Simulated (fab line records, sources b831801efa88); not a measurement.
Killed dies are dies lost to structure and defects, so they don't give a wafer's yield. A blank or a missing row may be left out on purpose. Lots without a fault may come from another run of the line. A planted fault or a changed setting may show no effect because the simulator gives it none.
One fault seen from 2 desks | flow sky130 | each desk has only its own numbers; what lay behind them comes last

THE METROLOGY DESK
What the gauges read, lot by lot, whatever tool the lot ran on: means of the sampled wafers that have a number. A lot is out of limits, marked OUT, if its mean lies more than 4 standard deviations from the usual mean; the brackets give that distance.
Columns: A = VIA3_HDPCVD_THK at SKY_VIA3_THK_MEAS_01, usual 1634 nm; B = VIA3_BOW at SKY_VIA3_BOW_MEAS_03, usual 78 um; C = cd_nm at SKY_VIA3_CD_MEAS_12, usual 200.2 nm; D = VIA3_OVL at SKY_VIA3_OVL_MEAS_13, usual 4 nm
lot  | first seen here | A    | B  | C     | D
L443 | day 38 23:47    | 1637 | 72 | 200.2 | 5
L446 | day 39 17:34    | 1642 | 86 | 201.3 | -6
L452 | day 41 22:54    | 1636 | 86 | 199.1 | 6
L454 | day 42 02:47    | 1623 | 81 | 197.8 | 1
L461 | day 43 23:50    | 1639 | 76 | 199.6 | 3
L463 | day 44 13:14    | 1646 | 72 | 199.9 | 1
This desk's finding: nothing out of limits on any of the 6 lots.

THE TOOL OWNER'S DESK: litho_track-01
The tool's own readings at SKY_VIA3_COAT_06 (resist thk 60 nm): means of the sampled wafers that have a number, for each lot that ran on this tool. A lot is out of limits, marked OUT, if its mean lies more than 4 standard deviations from the usual mean; the brackets give that distance.
Columns: A = exhaust_pa at SKY_VIA3_COAT_06, usual 45.2 Pa; B = spin_speed_rpm at SKY_VIA3_COAT_06, usual 3000.4 rpm
lot  | first seen here | A    | B
L443 | day 39 12:08    | 44.9 | 3001.2
L452 | day 42 10:02    | 45.3 | 3119.8 (+50) OUT
L454 | day 42 14:32    | 44.4 | 3117.8 (+49) OUT
This desk's finding: out of limits on L452, L454; first on L452, day 42 10:02 (spin_speed_rpm at SKY_VIA3_COAT_06). In limits: L443.

PUT TOGETHER
The tool owner's desk could have raised an alarm at day 42 10:02, on L452, L454.
The metrology desk saw nothing out of limits.
The metrology desk has L452, L454 on record, within its limits.
Of the lots named, all ran SKY_VIA3_COAT_06 on litho_track-01.

WHAT THE SIMULATOR HAD PUT IN
Process parameter drift: litho_track-01, from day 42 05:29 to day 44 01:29, at SKY_VIA3_COAT_06. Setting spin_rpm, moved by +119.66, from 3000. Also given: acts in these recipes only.
Lots struck among those shown: L452, L454.
Hours from the fault's start to each desk's first reading out of limits: the tool owner's desk, 5.
